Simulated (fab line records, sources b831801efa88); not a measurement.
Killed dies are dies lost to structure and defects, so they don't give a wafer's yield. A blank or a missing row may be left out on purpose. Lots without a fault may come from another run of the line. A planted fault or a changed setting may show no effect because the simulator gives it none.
Which tool did it? | flow sky130 | 24 lots, 72 wafers sampled, at 6 steps of a route of 708

WHAT THE GAUGES READ, wafer by wafer
SKY_VT_ADJUST_LVTN_TW_MEAS_21. Usual: VT_ADJUST_LVTN_2_TW 186.9, standard deviation 2.
lot  | measured     | on            | VT_ADJUST_LVTN_2_TW | flag
L074 | day 7 17:53  | film_metro-01 | 189.8 190.3 191.0   |
L075 | day 7 23:54  | film_metro-03 | 185.9 185.7 186.9   |
L076 | day 8 10:49  | film_metro-03 | 184.0 185.3 185.5   |
L077 | day 8 12:31  | film_metro-01 | 188.9 188.7 188.5   |
L078 | day 8 22:44  | film_metro-01 | 189.7 189.8 189.1   |
L079 | day 9 02:25  | film_metro-04 | 187.9 187.5 188.3   |
L080 | day 9 08:43  | film_metro-03 | 186.4 186.6 186.4   |
L081 | day 9 17:17  | film_metro-01 | 189.6 190.0 190.5   |
L082 | day 10 03:23 | film_metro-01 | 188.4 188.1 188.3   |
L083 | day 10 18:53 | film_metro-03 | 183.4 184.0 184.5   |
L085 | day 10 20:08 | film_metro-04 | 188.6 189.2 188.1   |
L084 | day 10 21:05 | film_metro-04 | 187.8 188.5 188.8   |
L086 | day 10 22:30 | film_metro-03 | 183.4 184.6 183.9   |
L087 | day 11 12:49 | film_metro-01 | 189.1 188.7 188.0   |
L088 | day 11 20:35 | film_metro-03 | 184.2 186.1 186.2   |
L089 | day 11 21:31 | film_metro-04 | 187.5 186.8 187.4   |
L090 | day 12 04:17 | film_metro-03 | 184.3 184.4 183.5   |
L091 | day 12 20:31 | film_metro-04 | 186.4 186.9 186.5   |
L092 | day 12 20:50 | film_metro-03 | 183.5 183.6 183.3   |
L093 | day 13 01:31 | film_metro-01 | 188.9 187.6 188.3   |
L094 | day 13 09:46 | film_metro-03 | 186.0 185.4 186.2   |
L095 | day 13 15:44 | film_metro-04 | 188.0 188.7 188.9   |
L096 | day 14 01:37 | film_metro-03 | 185.4 184.7 184.3   |
L097 | day 14 07:47 | film_metro-01 | 188.1 188.2 187.9   |

SKY_VIA3_RS_MEAS_22: measures by four-point-probe. Usual: VIA3_W_RS 0.296 ohm/sq, standard deviation 0.0043.
lot  | measured     | on            | VIA3_W_RS (ohm/sq) | flag
L074 | day 39 14:58 | film_metro-03 | 0.287 0.296 0.291  |
L075 | day 39 16:11 | film_metro-02 | 0.295 0.298 0.304  |
L076 | day 40 10:15 | film_metro-03 | 0.298 0.290 0.295  |
L077 | day 40 13:03 | film_metro-03 | 0.294 0.294 0.294  |
L078 | day 41 08:31 | film_metro-03 | 0.296 0.291 0.297  |
L079 | day 41 09:58 | film_metro-03 | 0.297 0.293 0.296  |
L080 | day 41 14:10 | film_metro-03 | 0.297 0.297 0.296  |
L081 | day 41 19:05 | film_metro-02 | 0.299 0.297 0.296  |
L082 | day 42 05:10 | film_metro-04 | 0.301 0.287 0.295  |
L083 | day 42 18:50 | film_metro-03 | 0.298 0.297 0.299  |
L085 | day 43 01:07 | film_metro-03 | 0.303 0.301 0.300  |
L084 | day 43 02:20 | film_metro-02 | 0.302 0.303 0.298  |
L086 | day 43 02:29 | film_metro-04 | 0.295 0.296 0.298  |
L087 | day 43 17:13 | film_metro-02 | 0.304 0.302 0.302  |
L088 | day 43 23:34 | film_metro-03 | 0.293 0.298 0.294  |
L089 | day 44 05:16 | film_metro-04 | 0.295 0.299 0.297  |
L090 | day 44 11:19 | film_metro-02 | 0.300 0.301 0.301  |
L091 | day 44 17:28 | film_metro-02 | 0.300 0.294 0.290  |
L092 | day 44 22:23 | film_metro-04 | 0.296 0.291 0.294  |
L093 | day 45 01:14 | film_metro-03 | 0.294 0.289 0.296  |
L094 | day 45 03:56 | film_metro-02 | 0.299 0.292 0.297  |
L095 | day 45 06:55 | film_metro-03 | 0.296 0.298 0.297  |
L096 | day 45 18:37 | film_metro-03 | 0.291 0.294 0.287  |
L097 | day 46 06:33 | film_metro-04 | 0.290 0.300 0.288  |

WHICH TOOL RAN EACH LOT (tool, then ch and the chambers of the sampled wafers, then the start)
lot  | SKY_VT_ADJUST_LVTN_STRIP_20          | SKY_LDD_LDN_STRIP_12                 | SKY_CONTACT_SPUTTER_23       | SKY_METAL1_SPUTTER_00
L074 | plasma_asher-02 ch 0,1, day 7 17:47  | plasma_asher-02 ch 0,1, day 22 19:18 | pvd_sputter-03, day 31 11:28 | pvd_sputter-03, day 31 12:07
L075 | plasma_asher-04 ch 0,1, day 7 23:49  | plasma_asher-03 ch 0,1, day 23 00:08 | pvd_sputter-03, day 31 15:56 | pvd_sputter-01, day 31 16:35
L076 | plasma_asher-04 ch 0,1, day 8 10:43  | plasma_asher-04 ch 0,1, day 23 17:45 | pvd_sputter-04, day 32 10:24 | pvd_sputter-02, day 32 11:04
L077 | plasma_asher-02 ch 0,1, day 8 12:25  | plasma_asher-04 ch 0,1, day 23 22:31 | pvd_sputter-03, day 32 12:49 | pvd_sputter-01, day 32 13:28
L078 | plasma_asher-04 ch 0,1, day 8 22:37  | plasma_asher-04 ch 1, day 24 22:13   | pvd_sputter-04, day 33 10:11 | pvd_sputter-01, day 33 10:55
L079 | plasma_asher-04 ch 0,1, day 9 02:19  | plasma_asher-03 ch 0,1, day 24 22:24 | pvd_sputter-03, day 33 13:16 | pvd_sputter-02, day 33 13:55
L080 | plasma_asher-03 ch 0,1, day 9 08:37  | plasma_asher-03 ch 0,1, day 25 05:45 | pvd_sputter-03, day 33 16:46 | pvd_sputter-02, day 33 17:25
L081 | plasma_asher-04 ch 0,1, day 9 17:11  | plasma_asher-03 ch 0,1, day 25 12:55 | pvd_sputter-01, day 33 23:05 | pvd_sputter-03, day 33 23:44
L082 | plasma_asher-04 ch 0,1, day 10 03:19 | plasma_asher-04 ch 0,1, day 26 00:03 | pvd_sputter-01, day 34 12:58 | pvd_sputter-02, day 34 13:37
L083 | plasma_asher-02 ch 0,1, day 10 18:46 | plasma_asher-02 ch 0,1, day 26 14:46 | pvd_sputter-04, day 35 00:44 | pvd_sputter-03, day 35 01:35
L085 | plasma_asher-03 ch 0,1, day 10 20:01 | plasma_asher-02 ch 0,1, day 26 19:03 | pvd_sputter-03, day 35 08:14 | pvd_sputter-02, day 35 09:25
L084 | plasma_asher-04 ch 0,1, day 10 20:58 | plasma_asher-02 ch 0,1, day 26 22:16 | pvd_sputter-03, day 35 09:13 | pvd_sputter-01, day 35 10:01
L086 | plasma_asher-04 ch 0,1, day 10 22:23 | plasma_asher-03 ch 0,1, day 27 01:40 | pvd_sputter-04, day 35 09:29 | pvd_sputter-02, day 35 10:19
L087 | plasma_asher-04 ch 0, day 11 12:43   | plasma_asher-02 ch 0,1, day 27 14:59 | pvd_sputter-04, day 36 02:30 | pvd_sputter-02, day 36 03:10
L088 | plasma_asher-02 ch 0,1, day 11 20:31 | plasma_asher-04 ch 0,1, day 28 01:29 | pvd_sputter-01, day 36 10:16 | pvd_sputter-02, day 36 10:55
L089 | plasma_asher-03 ch 0,1, day 11 21:25 | plasma_asher-04 ch 0,1, day 28 13:24 | pvd_sputter-01, day 36 17:58 | pvd_sputter-03, day 36 18:37
L090 | plasma_asher-03 ch 1, day 12 04:10   | plasma_asher-04 ch 0,1, day 28 17:31 | pvd_sputter-03, day 36 23:43 | pvd_sputter-02, day 37 00:22
L091 | plasma_asher-04 ch 0, day 12 20:25   | plasma_asher-04 ch 0,1, day 29 01:22 | pvd_sputter-04, day 37 06:49 | pvd_sputter-02, day 37 07:28
L092 | plasma_asher-04 ch 0,1, day 12 20:45 | plasma_asher-03 ch 0,1, day 29 08:59 | pvd_sputter-03, day 37 12:20 | pvd_sputter-02, day 37 12:59
L093 | plasma_asher-04 ch 0,1, day 13 01:25 | plasma_asher-02 ch 0,1, day 29 11:24 | pvd_sputter-04, day 37 15:40 | pvd_sputter-01, day 37 16:20
L094 | plasma_asher-04 ch 0,1, day 13 09:40 | plasma_asher-04 ch 0,1, day 29 15:49 | pvd_sputter-01, day 37 18:04 | pvd_sputter-02, day 37 18:44
L095 | plasma_asher-03 ch 0,1, day 13 15:38 | plasma_asher-02 ch 0,1, day 29 21:48 | pvd_sputter-01, day 38 00:43 | pvd_sputter-02, day 38 01:22
L096 | plasma_asher-04 ch 0,1, day 14 01:31 | plasma_asher-02 ch 0,1, day 30 11:21 | pvd_sputter-04, day 38 13:17 | pvd_sputter-02, day 38 13:56
L097 | plasma_asher-04 ch 0,1, day 14 07:40 | plasma_asher-03 ch 0,1, day 31 02:42 | pvd_sputter-04, day 39 04:28 | pvd_sputter-01, day 39 05:07
- SKY_VT_ADJUST_LVTN_STRIP_20: strips in O2/N2.
- SKY_LDD_LDN_STRIP_12: strips in O2/N2.
- SKY_CONTACT_SPUTTER_23: material TiN, target thk 20 nm, time 80 s.
- SKY_METAL1_SPUTTER_00: material Ti, target thk 15 nm, time 10 s.

WHAT THE TOOLS THEMSELVES READ (means of the sampled wafers that have a number; where no wafer has one, the mark that the record gives instead)
SKY_VT_ADJUST_LVTN_STRIP_20. Usual: drypump_motor_current_A 6.1 A, standard deviation 0.35; oes_product_au 0.716 a.u., standard deviation 0.0046; strip_time_to_endpoint_s 14.18 s, standard deviation 0.032.
lot  | tool            | drypump_motor_current_A (A) | oes_product_au (a.u.) | strip_time_to_endpoint_s (s) | flag
L074 | plasma_asher-02 | 5.7                         | 0.714                 | 14.18                        |
L075 | plasma_asher-04 | 6.4                         | 0.718                 | 14.19                        |
L076 | plasma_asher-04 | 6.3                         | 0.715                 | 14.20                        |
L077 | plasma_asher-02 | 5.7                         | 0.712                 | 14.20                        |
L078 | plasma_asher-04 | 6.3                         | 0.714                 | 14.19                        |
L079 | plasma_asher-04 | 6.4                         | 0.718                 | 14.20                        |
L080 | plasma_asher-03 | 5.7                         | 0.714                 | 14.24                        |
L081 | plasma_asher-04 | 6.4                         | 0.716                 | 14.20                        |
L082 | plasma_asher-04 | 6.3                         | 0.716                 | 14.14                        |
L083 | plasma_asher-02 | 5.7                         | 0.719                 | 14.13                        |
L085 | plasma_asher-03 | 5.6                         | 0.717                 | 14.20                        |
L084 | plasma_asher-04 | 6.3                         | 0.720                 | 14.16                        |
L086 | plasma_asher-04 | 6.3                         | 0.719                 | 14.20                        |
L087 | plasma_asher-04 | 6.5                         | 0.716                 | 14.14                        |
L088 | plasma_asher-02 | 5.7                         | 0.712                 | 14.21                        |
L089 | plasma_asher-03 | 5.6                         | 0.715                 | 14.17                        |
L090 | plasma_asher-03 | 5.5                         | 0.717                 | 14.15                        |
L091 | plasma_asher-04 | 6.4                         | 0.718                 | 14.16                        |
L092 | plasma_asher-04 | 6.3                         | 0.715                 | 14.21                        |
L093 | plasma_asher-04 | 6.3                         | 0.713                 | 14.19                        |
L094 | plasma_asher-04 | 6.3                         | 0.722                 | 14.19                        |
L095 | plasma_asher-03 | 5.7                         | 0.713                 | 14.21                        |
L096 | plasma_asher-04 | 6.4                         | 0.718                 | 14.18                        |
L097 | plasma_asher-04 | 6.4                         | 0.712                 | 14.16                        |

SKY_LDD_LDN_STRIP_12. Usual: drypump_motor_current_A 5.9 A, standard deviation 0.35; oes_product_au 0.716 a.u., standard deviation 0.0045; strip_time_to_endpoint_s 14.20 s, standard deviation 0.035.
lot  | tool            | drypump_motor_current_A (A) | oes_product_au (a.u.) | strip_time_to_endpoint_s (s) | flag
L074 | plasma_asher-02 | 5.7                         | 0.715                 | 14.22                        |
L075 | plasma_asher-03 | 5.6                         | 0.710                 | 14.19                        |
L076 | plasma_asher-04 | 6.4                         | 0.717                 | 14.22                        |
L077 | plasma_asher-04 | 6.3                         | 0.723                 | 14.23                        |
L078 | plasma_asher-04 | 6.2                         | 0.713                 | 14.26                        |
L079 | plasma_asher-03 | 5.6                         | 0.713                 | 14.18                        |
L080 | plasma_asher-03 | 5.6                         | 0.716                 | 14.18                        |
L081 | plasma_asher-03 | 5.6                         | 0.714                 | 14.18                        |
L082 | plasma_asher-04 | 6.3                         | 0.721                 | 14.20                        |
L083 | plasma_asher-02 | 5.7                         | 0.718                 | 14.16                        |
L085 | plasma_asher-02 | 5.7                         | 0.716                 | 14.22                        |
L084 | plasma_asher-02 | 5.7                         | 0.718                 | 14.22                        |
L086 | plasma_asher-03 | 5.6                         | 0.714                 | 14.18                        |
L087 | plasma_asher-02 | 5.7                         | 0.715                 | 14.18                        |
L088 | plasma_asher-04 | 6.3                         | 0.718                 | 14.20                        |
L089 | plasma_asher-04 | 6.3                         | 0.720                 | 14.16                        |
L090 | plasma_asher-04 | 6.4                         | 0.710                 | 14.22                        |
L091 | plasma_asher-04 | 6.4                         | 0.715                 | 14.15                        |
L092 | plasma_asher-03 | 5.7                         | 0.711                 | 14.19                        |
L093 | plasma_asher-02 | 5.7                         | 0.716                 | 14.19                        |
L094 | plasma_asher-04 | 6.3                         | 0.714                 | 14.22                        |
L095 | plasma_asher-02 | 5.7                         | 0.717                 | 14.16                        |
L096 | plasma_asher-02 | 5.7                         | 0.716                 | 14.23                        |
L097 | plasma_asher-03 | 5.6                         | 0.722                 | 14.27                        |

SKY_CONTACT_SPUTTER_23. Usual: throttle_valve_pct 30.2 %, standard deviation 1.1.
lot  | tool           | throttle_valve_pct (%) | flag
L074 | pvd_sputter-03 | 30.8                   |
L075 | pvd_sputter-03 | 30.2                   |
L076 | pvd_sputter-04 | 29.4                   |
L077 | pvd_sputter-03 | 29.7                   |
L078 | pvd_sputter-04 | 29.6                   |
L079 | pvd_sputter-03 | 30.8                   |
L080 | pvd_sputter-03 | 30.7                   |
L081 | pvd_sputter-01 | 30.1                   |
L082 | pvd_sputter-01 | 31.0                   |
L083 | pvd_sputter-04 | 29.5                   |
L085 | pvd_sputter-03 | 30.7                   |
L084 | pvd_sputter-03 | 30.2                   |
L086 | pvd_sputter-04 | 30.0                   |
L087 | pvd_sputter-04 | 29.4                   |
L088 | pvd_sputter-01 | 30.4                   |
L089 | pvd_sputter-01 | 30.9                   |
L090 | pvd_sputter-03 | 30.3                   |
L091 | pvd_sputter-04 | 29.9                   |
L092 | pvd_sputter-03 | 30.2                   |
L093 | pvd_sputter-04 | 29.4                   |
L094 | pvd_sputter-01 | 30.7                   |
L095 | pvd_sputter-01 | 31.4                   |
L096 | pvd_sputter-04 | 29.3                   |
L097 | pvd_sputter-04 | 30.0                   |

SKY_METAL1_SPUTTER_00. Usual: throttle_valve_pct 30.5 %, standard deviation 1.2.
lot  | tool           | throttle_valve_pct (%) | flag
L074 | pvd_sputter-03 | 30.9                   |
L075 | pvd_sputter-01 | 30.0                   |
L076 | pvd_sputter-02 | 29.5                   |
L077 | pvd_sputter-01 | 31.4                   |
L078 | pvd_sputter-01 | 30.4                   |
L079 | pvd_sputter-02 | 30.0                   |
L080 | pvd_sputter-02 | 30.0                   |
L081 | pvd_sputter-03 | 30.9                   |
L082 | pvd_sputter-02 | 31.0                   |
L083 | pvd_sputter-03 | 30.0                   |
L085 | pvd_sputter-02 | 30.9                   |
L084 | pvd_sputter-01 | 30.8                   |
L086 | pvd_sputter-02 | 30.4                   |
L087 | pvd_sputter-02 | 30.0                   |
L088 | pvd_sputter-02 | 29.9                   |
L089 | pvd_sputter-03 | 30.6                   |
L090 | pvd_sputter-02 | 30.4                   |
L091 | pvd_sputter-02 | 30.3                   |
L092 | pvd_sputter-02 | 29.6                   |
L093 | pvd_sputter-01 | 31.8                   |
L094 | pvd_sputter-02 | 28.9                   |
L095 | pvd_sputter-02 | 30.0                   |
L096 | pvd_sputter-02 | 29.4                   |
L097 | pvd_sputter-01 | 31.8                   |

THE ANSWER, worked out from the rows above alone
Rule: a lot is off if the mean of its wafers that have a number lies more than 3 standard deviations from the usual mean. A lot without any number at a reading at which 4 lots or more have one is off too. The other lots that the step has rows for count as sound. The gauges are gone through in route order, then the tools' own readings, and for those a lot's mean is taken as printed above. The first step at which some lot is off is used, and at that step the reading that is off furthest; a lot without a number counts as furthest.
No lot is off at any reading shown: from this, nothing can be told.

WHAT THE SIMULATOR HAD PUT IN
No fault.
